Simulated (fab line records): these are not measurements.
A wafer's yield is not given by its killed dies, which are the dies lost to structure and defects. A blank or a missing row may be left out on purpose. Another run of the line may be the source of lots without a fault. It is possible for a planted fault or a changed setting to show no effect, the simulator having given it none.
fab line records    flow sky130
record: lots: 4  wafers: 12  last_day: 49
route steps=708 shown SONOS_TUNNEL@160 SONOS_ONO@168 GATE_OXIDE@187 PAD_OPEN@708
lots untouched by any fault: they come from a run of this same line in which no faults occurred
start_h: hours from the record's opening day to when the first of the lot's shown wafers began    wait_h: hours since the lot's step before    " same as the row above    L1.1+2: a row that stands for several wafers    - no value, or no start given    * or withheld: withheld    < > ~ a bound
route shown NAME@n: a module of which the file shows steps, and the number in the route of the first    usual: average and standard deviation across the fault-free wafers    same: alike in all rows    chamber/n: place in a boat    sites: readings site by site    _std_site: the values' standard deviation    _edge_site: mean of outer sites minus mean of inner sites    radius_mm: for every site, how far away it sits from the centre of the wafer    mask NAME#n: copy n    behind: the most recent tool/chamber to have shaped the wafer    hold: the reason the lot was held/the length of the hold in hours/how it ended    device: transistor that didn't switch, given as n, p or np    end of line: the tests these same wafers got at the end of their route    where a step has no rows: the recipe by itself    killed: the dies lost at the first sort to structure and to defects; this is not the yield of the wafer    map: a wafer's dies, marking killed ones x, the rest . and places with no die _
set.NAME: the setting the step ran with; set.NAME@STEP: the setting that earlier step ran with    model.NAME: the simulator's own value behind a step, which no gauge read
certain route steps with their lots: each step a table, each wafer a row
services: a tool's chamber out of use, with start hour (start_h, from the record's first day; less than 0 if before it), hours out, and reason
== steps ==
step: SKY_SONOS_TUNNEL_DEVELOP_06
recipe: resist: NOVOLAK  developer: TMAH  develop_time_s: 60  dev_temp_c: 23
step: SKY_SONOS_TUNNEL_IMPLANT_09
recipe: species: B  energy_kev: 20  dose_cm2: 1e+12  tilt_deg: withheld
step: SKY_SONOS_TUNNEL_WET_ETCH_10
recipe: chemistry: dHF  target_depth_nm: 14  target: SiO2  dilution: 100:1  temp_c: 25  time_s: 280
step: SKY_SONOS_TUNNEL_STRIP_11
recipe: chemistry: SPM  time_s: 600  temp_c: 130
step: SKY_SONOS_TUNNEL_CLEAN_13
recipe: chemistry: dHF  time_s: 20  dilution: 100:1  dry: ipa_marangoni
step: SKY_SONOS_ONO_OXIDATION_00
recipe: temp_c: 800  ambient: O2  idle_temp_c: 700  ramp_up_c_per_min: 10  ramp_down_c_per_min: 3  stabilise_s: 600  purge_s: 300  target_thk_a: 26  ox_time_s: 1249
step: SKY_SONOS_ONO_CVD_02
recipe: material: Si3N4  precursor: DCS/NH3  target_thk_nm: 10.5  temp_c: 770  time_s: 180  pressure_mtorr: 250
step: SKY_SONOS_ONO_CVD_04
recipe: material: SiO2  precursor: SiH4/N2O  target_thk_nm: 5.7199  temp_c: 900  pressure_mtorr: 400
lot.wafer  tool      chamber  start_h  wait_h  model.SiO2_of_SONOS_ONO_CVD_04.thk_nm
L597.1     lpcvd-03  0        261.90   0.1     5.7
L597.2     "         0        "        "       5.769
L597.4     "         0        "        "       5.777
L604.1     lpcvd-03  1        314.09   0.1     4.617
L604.4     "         1        "        "       4.585
L604.6     "         1        "        "       4.624
L605.1     lpcvd-03  1        318.62   0.1     4.569
L605.5     "         1        "        "       4.555
L605.6     "         1        "        "       4.623
L616.2     lpcvd-03  1        417.86   0.0     5.753
L616.5     "         1        "        "       5.837
L616.6     "         1        "        "       5.806
step: SKY_SONOS_ONO_THK_MEAS_05
recipe: reads: SiO2_of_SONOS_ONO_CVD_04
usual: SONOS_ONO_CVD_04_THK: 5.79/0.11
lot.wafer  tool           chamber  start_h  wait_h  hold                      SONOS_ONO_CVD_04_THK[nm]
L597.1     film_metro-04  -        263.15   0.0     -                         5.67
L597.2     "              -        "        "       -                         5.77
L597.4     "              -        "        "       -                         5.71
L604.1     film_metro-03  -        315.34   0.0     await_dispo/0.2h/release  4.62
L604.4     "              -        "        "       await_dispo/0.2h/release  4.56
L604.6     "              -        "        "       await_dispo/0.2h/release  4.64
L604.1     film_metro-03  -        315.64   0.3     -                         4.64
L604.4     "              -        "        "       -                         4.58
L604.6     "              -        "        "       -                         4.65
L605.1     film_metro-03  -        319.87   0.0     await_dispo/0.2h/release  4.57
L605.5     "              -        "        "       await_dispo/0.2h/release  4.54
L605.6     "              -        "        "       await_dispo/0.2h/release  4.60
L605.1     film_metro-03  -        320.09   0.2     -                         4.58
L605.5     "              -        "        "       -                         4.50
L605.6     "              -        "        "       -                         4.64
L616.2     film_metro-02  -        419.12   0.0     -                         5.71
L616.5     "              -        "        "       -                         5.84
L616.6     "              -        "        "       -                         5.80
step: SKY_SONOS_ONO_HMDS_07
recipe: prime_time_s: 60  prime_temp_c: 120
step: SKY_SONOS_ONO_COAT_08
recipe: resist: NOVOLAK  spin_rpm: 3000  resist_thk_nm: 1140
step: SKY_SONOS_ONO_SOFTBAKE_09
recipe: temp_c: 90  time_s: 60  resist: NOVOLAK
step: SKY_SONOS_ONO_EXPOSE_10
recipe: mask_id: ONOM  target_cd_nm: 410  na: 0.6  source_shape: conventional  sigma_outer: 0.6  dose_mj: 150
step: SKY_SONOS_ONO_PEB_11
recipe: temp_c: withheld  time_s: *  resist: NOVOLAK
step: SKY_SONOS_ONO_DEVELOP_12
recipe: develop_time_s: 60  dev_temp_c: 23
step: SKY_SONOS_ONO_ETCH_15
recipe: target_depth_nm: 19.52  chemistry: CHF3/O2  source_w: 600  bias_w: 200  pressure_mtorr: 40  chf3_flow_sccm: 50  O2_flow_sccm: 5  time_s: 7.8
step: SKY_SONOS_ONO_WET_ETCH_16
recipe: chemistry: dHF  target_depth_nm: 14  dry: n2_spin  target: SiO2  dilution: 100:1  temp_c: 25  time_s: 280
step: SKY_SONOS_ONO_STRIP_17
recipe: chemistry: O2/N2  power_w: 1400  pressure_mtorr: 1500  platen_temp_c: withheld  o2_flow_sccm: 3000  n2_flow_sccm: 300  overash_fraction: 0.5
step: SKY_SONOS_ONO_WET_ETCH_18
recipe: chemistry: H3PO4  target_depth_nm: 15  target: Si3N4  temp_c: 160  time_s: 172
step: SKY_GATE_OXIDE_CLEAN_00
recipe: chemistry: SC1/SC2  mix: 1:4:20  temp_c: 70  time_s: 150  dry: n2_spin
step: SKY_GATE_OXIDE_OXIDATION_01
recipe: temp_c: 900  ambient: O2  stabilise_s: 600  purge_s: 300  target_thk_a: 102.68  ox_time_s: 1473
step: SKY_GATE_OXIDE_DEHYDRATE_03
recipe: temp_c: 200  time_s: 60
step: SKY_GATE_OXIDE_HMDS_04
recipe: prime_time_s: 60  prime_temp_c: 120
step: SKY_GATE_OXIDE_COAT_05
recipe: resist: NOVOLAK  spin_rpm: 3000  resist_thk_nm: 1140
step: SKY_GATE_OXIDE_SOFTBAKE_06
recipe: temp_c: 90  time_s: 60  resist: NOVOLAK
step: SKY_GATE_OXIDE_EXPOSE_07
recipe: mask_id: LVOM  na: 0.6  source_shape: conventional  sigma_outer: 0.6  polarization: unpolarized  target_cd_nm: 600  dose_mj: 170
step: SKY_GATE_OXIDE_PEB_08
recipe: temp_c: withheld  time_s: *  resist: NOVOLAK
step: SKY_GATE_OXIDE_DEVELOP_09
recipe: resist: NOVOLAK  developer: TMAH  develop_time_s: 60  dev_temp_c: 23
step: SKY_GATE_OXIDE_IMPLANT_11
recipe: species: B  energy_kev: 10  dose_cm2: 2.6e+12  tilt_deg: withheld
step: SKY_GATE_OXIDE_WET_ETCH_12
recipe: chemistry: dHF  target_depth_nm: 16.8  dry: n2_spin  target: SiO2  dilution: 100:1  temp_c: 25  time_s: 336
step: SKY_GATE_OXIDE_STRIP_13
recipe: chemistry: O2/N2  power_w: 1400  pressure_mtorr: 1500  platen_temp_c: withheld  o2_flow_sccm: 3000  n2_flow_sccm: 300  overash_fraction: 0.5
step: SKY_GATE_OXIDE_CLEAN_15
recipe: chemistry: SC1/SC2  mix: 1:4:20  temp_c: 70  time_s: 150  dry: n2_spin
lot.wafer  tool          chamber  start_h  wait_h  model.SiO2_of_SONOS_ONO_CVD_04.thk_nm
L597.1     wet_bench-03  2        315.75   0.1     4.182
L597.2     "             2        "        "       4.243
L597.4     "             2        "        "       4.257
L604.1     wet_bench-02  1        372.08   0.1     3.082
L604.4     "             1        "        "       3.053
L604.6     "             1        "        "       3.094
L605.1     wet_bench-03  1        375.95   0.1     3.045
L605.5     "             1        "        "       3.04
L605.6     "             1        "        "       3.102
L616.2     wet_bench-01  1        482.35   0.0     4.238
L616.5     "             1        "        "       4.32
L616.6     "             1        "        "       4.287
step: SKY_PAD_OPEN_PROBE_99
usual: killed_at_M0_to_M3: 43/7  killed_at_M4_up: 3.1/2  killed_at_contacts: 24/5.3  killed_at_front_end: 15/4.2  killed_at_other: 0.4/0.66  killed_dies: 86/9.5  killed_open: 47/7.4  killed_short: 38/6.2
same: gross_dies: 492  killed_at_back_side: 0
lot.wafer  tool       chamber  start_h  wait_h  killed_at_M0_to_M3  killed_at_M4_up  killed_at_contacts  killed_at_front_end  killed_at_other  killed_dies  killed_open  killed_short  model.etest.sonos_erased.drive_ua_um  model.etest.sonos_uncharged.r_on_ohm_um  model.etest.cap_ono.gate_log10_a_cm2  model.etest.cap_ono.gate_bv_v  model.etest.cap_ono.tox_acc_nm  model.etest.sonos_programmed.vt_v  model.etest.sonos_baked.vt_v  model.etest.sonos_erased.vt_v
L597.1     prober-02  -        1082.91  0.1     43                  4                24                  11                   1                83           48           35            203.3                                 796.7                                    -7.788                                16.66                          12.82                           1.437                              0.9468                        -2.355
L597.2     prober-02  -        1082.96  0.1     45                  2                19                  14                   0                80           44           36            182.2                                 797.3                                    -8.04                                 16.59                          12.98                           1.375                              0.9226                        -2.267
L597.4     prober-02  -        1083.06  0.2     31                  4                19                  16                   0                70           42           28            198.2                                 808.3                                    -8.03                                 16.88                          12.95                           1.445                              0.9194                        -2.291
L604.1     prober-01  -        1123.44  0.1     25                  5                32                  17                   1                80           53           27            233.8                                 762.9                                    -6.462                                14.94                          11.75                           1.871                              1.27                          -2.511
L604.4     prober-01  -        1123.59  0.2     41                  3                22                  21                   1                88           54           34            212.7                                 757.5                                    -6.414                                14.74                          11.71                           1.905                              1.226                         -2.518
L604.6     prober-01  -        1123.69  0.2     36                  2                23                  20                   0                81           41           40            216.6                                 756.5                                    -6.483                                15.41                          11.76                           1.853                              1.245                         -2.508
L605.1     prober-02  -        1126.93  0.1     36                  1                21                  13                   0                71           37           34            220.5                                 774.5                                    -6.389                                15.16                          11.68                           1.875                              1.284                         -2.51
L605.5     prober-02  -        1127.13  0.2     48                  2                17                  19                   0                86           44           42            215.7                                 771.3                                    -6.462                                15.42                          11.75                           1.904                              1.28                          -2.512
L605.6     prober-02  -        1127.18  0.2     37                  2                30                  13                   0                82           50           32            202.9                                 764.7                                    -6.631                                15.29                          11.83                           1.874                              1.262                         -2.486
L616.2     prober-02  -        1185.07  0.1     41                  2                23                  28                   0                94           53           41            186.3                                 792.2                                    -7.884                                16.6                           12.87                           1.47                               0.9164                        -2.311
L616.5     prober-02  -        1185.22  0.2     36                  1                25                  18                   2                82           48           32            183.1                                 795                                      -8.005                                16.51                          12.9                            1.413                              0.8781                        -2.286
L616.6     prober-02  -        1185.27  0.2     42                  1                39                  13                   0                95           48           47            198.8                                 797.9                                    -8.027                                16.44                          12.95                           1.42                               0.8878                        -2.295
killed by level:class
L597.1 CONTACT:geometric_particle:short=10 VIA1:geometric_particle:open=10 CONTACT:geometric_particle:open=9 VIA2:geometric_particle:open=9 POLY_GATE:geometric_particle:open=6 METAL2:geometric_particle:short=5 VIA3:geometric_particle:open=5 LI_CONTACT:geometric_particle:open=4
L597.2 VIA2:geometric_particle:open=11 CONTACT:geometric_particle:open=7 FIELD_ISO:geometric_particle:open=6 VIA1:geometric_particle:short=6 VIA1:geometric_particle:open=5 METAL3:geometric_particle:short=5 CONTACT:geometric_particle:short=4 LOCAL_INTERCONNECT:geometric_particle:short=4
L597.4 VIA3:geometric_particle:open=8 CONTACT:geometric_particle:open=7 POLY_GATE:geometric_particle:open=7 LI_CONTACT:geometric_particle:open=5 CONTACT:geometric_particle:short=5 VIA1:geometric_particle:open=5 METAL2:geometric_particle:short=4 FIELD_ISO:geometric_particle:short=3
L604.1 CONTACT:geometric_particle:open=13 VIA1:geometric_particle:open=8 LI_CONTACT:geometric_particle:open=7 FIELD_ISO:geometric_particle:short=6 VIA2:geometric_particle:open=6 LOCAL_INTERCONNECT:geometric_particle:short=5 CONTACT:geometric_particle:short=5 POLY_GATE:geometric_particle:open=4
L604.4 CONTACT:geometric_particle:open=10 VIA1:geometric_particle:open=9 VIA3:geometric_particle:open=8 FIELD_ISO:geometric_particle:short=5 VIA2:geometric_particle:open=5 FIELD_ISO:geometric_particle:open=4 SPACER:geometric_particle:open=4 LI_CONTACT:geometric_particle:open=4
L604.6 VIA1:geometric_particle:open=8 FIELD_ISO:geometric_particle:short=7 LOCAL_INTERCONNECT:geometric_particle:short=6 CONTACT:geometric_particle:open=6 VIA3:geometric_particle:open=6 CONTACT:geometric_particle:short=5 LI_CONTACT:geometric_particle:open=5 VIA2:geometric_particle:open=5
L605.1 VIA1:geometric_particle:open=9 CONTACT:geometric_particle:open=7 METAL1:geometric_particle:short=7 CONTACT:geometric_particle:short=5 VIA2:geometric_particle:open=5 VIA3:geometric_particle:open=5 LOCAL_INTERCONNECT:geometric_particle:short=4 FIELD_ISO:geometric_particle:open=3
L605.5 VIA1:geometric_particle:open=9 VIA3:geometric_particle:open=8 METAL2:geometric_particle:short=8 FIELD_ISO:geometric_particle:short=6 VIA1:geometric_particle:short=6 VIA2:geometric_particle:open=6 POLY_GATE:geometric_particle:open=4 LI_CONTACT:geometric_particle:open=4
L605.6 CONTACT:geometric_particle:open=15 VIA3:geometric_particle:open=10 LI_CONTACT:geometric_particle:open=7 FIELD_ISO:geometric_particle:short=5 VIA1:geometric_particle:short=5 VIA2:geometric_particle:open=5 METAL1:geometric_particle:short=4 METAL2:geometric_particle:short=4
L616.2 VIA3:geometric_particle:open=11 FIELD_ISO:geometric_particle:open=8 LI_CONTACT:geometric_particle:open=7 POLY_GATE:geometric_particle:open=7 METAL2:geometric_particle:short=7 METAL1:geometric_particle:short=7 CONTACT:geometric_particle:short=6 VIA1:geometric_particle:open=5
L616.5 CONTACT:geometric_particle:open=13 VIA1:geometric_particle:open=9 FIELD_ISO:geometric_particle:open=6 METAL1:geometric_particle:short=6 POLY_GATE:geometric_particle:short=5 LI_CONTACT:geometric_particle:open=5 VIA3:geometric_particle:open=5 CONTACT:geometric_particle:short=4
L616.6 CONTACT:geometric_particle:open=11 LOCAL_INTERCONNECT:geometric_particle:short=10 VIA3:geometric_particle:open=10 VIA1:geometric_particle:open=9 LI_CONTACT:geometric_particle:open=6 CONTACT:geometric_particle:short=6 LI_CONTACT:geometric_particle:short=5 METAL2:geometric_particle:short=5
== services ==
tool          chamber  start_h  hours  kind
wet_bench-02  -        240.73   3.5    repair
wet_bench-02  -        283.85   1.7    repair
wet_bench-03  -        392.96   3.9    repair
lpcvd-03      -        409.26   1.4    repair
== key ==
first_sign: step: SKY_SONOS_ONO_THK_MEAS_05  reading: visit  direction: added
effect: step: SKY_SONOS_ONO_THK_MEAS_05  reading: SONOS_ONO_CVD_04_THK  direction: down  sigmas: 11  usual: 5.79  struck: 4.59
model_effect: step: SKY_SONOS_ONO_CVD_04  value: SiO2_of_SONOS_ONO_CVD_04.thk_nm  without: 5.961  struck: 4.595
model_effect: step: SKY_GATE_OXIDE_CLEAN_15  value: SiO2_of_SONOS_ONO_CVD_04.thk_nm  without: 4.435  struck: 3.069
model_effect: step: SKY_PAD_OPEN_PROBE_99  value: etest.sonos_erased.drive_ua_um  without: 166.7  struck: 217.1
met_at SKY_SONOS_ONO_CVD_04
struck_wafers L604.1,L604.4,L604.6,L605.1,L605.5,L605.6
tester_left_out L604,L605
onset_between 261.90 314.09
fault: kind: process_parameter_drift  tool: lpcvd-03  chamber: -  onset_h: 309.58  steps: SKY_SONOS_ONO_CVD_04  channel: target_thk_nm  offset: -1.3659  shape: step  end_h: 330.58  stated: 5.7199
tester_left_out: of these lots the tester's yield and bins aren't shown, on N5 and GAA mostly nor the transistor test; their killed dies are dies lost to structure and defects alone, not to doping, threshold or leakage, so they don't give the yield
